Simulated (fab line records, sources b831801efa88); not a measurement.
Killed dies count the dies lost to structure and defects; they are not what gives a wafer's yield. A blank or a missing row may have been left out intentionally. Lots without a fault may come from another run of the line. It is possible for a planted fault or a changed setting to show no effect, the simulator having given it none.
A single fault, viewed from 2 desks | flow sky130 | numbers are kept per desk, each desk with only its own; the story behind them comes last

## AT THE TOOL OWNER'S DESK: implanter-02
SKY_LDD_N_IMPLANT_11, tool's own readings: per-lot mean of the sampled wafers with a number, covering each lot this tool ran. The brackets show how far a lot's mean lies from the usual mean; more than 4 standard deviations puts the lot out of limits, marked OUT.
Columns: A = beam on s at SKY_LDD_N_IMPLANT_11, usual 9.99 s; B = dose ions cm2 at SKY_LDD_N_IMPLANT_11, usual 7.5e+13; C = faraday current uA at SKY_LDD_N_IMPLANT_11, usual 423
lot  | first seen here | A                       | B                         | C
L300 | day 17 15:41    | 10.18                   | 7.5e+13                   | 415
L301 | day 17 18:24    | 9.85                    | 7.5e+13                   | 428
L305 | day 19 22:52    | 34.13 (+99 or more) OUT | 3.0e+14 (+99 or more) OUT | 499 (+9.3) OUT
L306 | day 20 09:48    | 33.33 (+99 or more) OUT | 3.0e+14 (+99 or more) OUT | 514 (+11) OUT
L307 | day 20 14:56    | 34.23 (+99 or more) OUT | 3.0e+14 (+99 or more) OUT | 501 (+9.5) OUT
L314 | day 23 02:23    | 10.20                   | 7.5e+13                   | 416
L322 | day 25 13:40    | 10.09                   | 7.5e+13                   | 419
Finding of this desk: L305, L306, L307 out of limits; the first was L305 at day 19 22:52, on beam on s at SKY_LDD_N_IMPLANT_11. Within limits: L300, L301, L314, L322.

## METROLOGY DESK
Lot by lot, what the gauges showed, no matter which tool ran the lot: averages of those sampled wafers that carry a number. The brackets show how far a lot's mean lies from the usual mean; more than 4 standard deviations puts the lot out of limits, marked OUT.
Columns: A = POLY_GATE_CVD_00_THK at SKY_POLY_GATE_THK_MEAS_01, usual 180.3 nm; B = LDD_N_TW at SKY_LDD_N_TW_MEAS_17, usual 2580
lot  | first seen here | A     | B
L300 | day 13 22:11    | 181.1 | 2559
L301 | day 14 02:58    | 181.6 | 2581
L305 | day 16 00:59    | 181.4 | 2822 (+14) OUT
L306 | day 16 08:08    | 181.0 | 2841 (+15) OUT
L307 | day 16 16:41    | 178.2 | 2813 (+14) OUT
L314 | day 19 01:35    | 182.6 | 2555
L315 | day 19 11:31    | 182.3 | 2586
L319 | day 20 23:39    | 180.7 | 2572
L322 | day 21 16:32    | 180.9 | 2581
L323 | day 22 02:59    | 183.7 | 2579
This desk reports L305, L306, L307 out of limits; the earliest was L305 at day 19 23:43 (LDD_N_TW at SKY_LDD_N_TW_MEAS_17). Within limits: L300, L301, L314, L315, L319, L322, L323.

## ALL TOGETHER
On L305, L306, L307, at day 19 22:52, an alarm was possible from the tool owner's desk.
An alarm was possible from the metrology desk at day 19 23:43, on L305, L306, L307.
The lots listed all ran SKY_LDD_N_IMPLANT_11 on implanter-02.

## WHAT THE SIMULATOR HAD PUT IN
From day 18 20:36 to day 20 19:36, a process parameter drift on implanter-02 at SKY_LDD_N_IMPLANT_11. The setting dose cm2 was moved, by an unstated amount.
Shown lots that were struck: L305, L306, L307.
Counting hours from when the fault started, the first reading out of limits came at 26 for the tool owner's desk and at 27 for the metrology desk.
